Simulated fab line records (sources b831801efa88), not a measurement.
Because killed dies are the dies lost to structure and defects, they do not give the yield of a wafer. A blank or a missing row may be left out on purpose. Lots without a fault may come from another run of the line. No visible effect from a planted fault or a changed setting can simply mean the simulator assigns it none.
8D (eight disciplines) problem report, filled in by code    flow sky130    the parts of the form that need people (team, actions taken, sign-off) are left out

## 1. WHAT WENT WRONG
Across 9 wafers from 3 lots, FIELD_ISO_OXIDATION_00_THK at SKY_FIELD_ISO_THK_MEAS_02 averages 15.21 nm, while fault-free wafers read 12.16 nm with a standard deviation of 0.24. Measured from the usual mean, that is +13 standard deviations.
The first sign was on wafer L683.2 at day 4 16:14, on film metro-02. At this step, 36 wafers from 12 lots have a number in the record. The rule behind "out" and "out of limits": a value lying over 4 standard deviations away from the usual mean. The other wafers with a number count as sound.

## 2. WHAT IT IS, AND WHAT IT ISN'T
question                     is                          is not
which readings at this step  FIELD_ISO_OXIDATION_00_THK  -
which lots                   L683, L685, L687            L668, L669, L670, L671, L672, L673, L674, L675, L689
which wafers of those lots   all that have a number      -
read on which gauges         film metro-02               film metro-03, film metro-04
when                         from day 4 16:14            up to then (24 sound wafers); but 3 sound wafers of L689 came after

## 3. SUSPECTS, AND WHAT RULES EACH OUT
Counting: any tool at a process step up to the reading is kept as a suspect provided that every lot that is out went through it and no sound lot did after the first of them.
- the gauge at SKY_FIELD_ISO_THK_MEAS_02: kept. All the wafers that are out were read on film metro-02, and no step on other tools shows them out.
Left after counting: film metro-02 at SKY_FIELD_ISO_THK_MEAS_02.

## 4. THE CAUSE (what the simulator had put in)
Metrology matching offset: film metro-02, from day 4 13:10 on, at SKY_FIELD_ISO_THK_MEAS_02. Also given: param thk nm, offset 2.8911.
Only this tool survived the counting.

## 5. THE CHAIN OF EFFECTS, in route order
Each row: a reading whose mean over the struck wafers that have a number lies more than 3 standard deviations from the usual. Scope: only readings with a usual standard deviation given in the record; hours: median across lots of the time from each lot's start at the first step in this table that gives one to its start at this step; sigmas: change in usual standard deviations.
hours  step                       reading                     usual     on struck wafers  change  sigmas
0      SKY_FIELD_ISO_THK_MEAS_02  FIELD_ISO_OXIDATION_00_THK  12.16 nm  15.21             +3.05   +13

## 6. HOW IT WOULD HAVE BEEN CAUGHT EARLIER
In this record the first reading out of limits at a measuring or inspecting step was taken at day 4 16:14, 3 hours after the fault began at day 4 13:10.
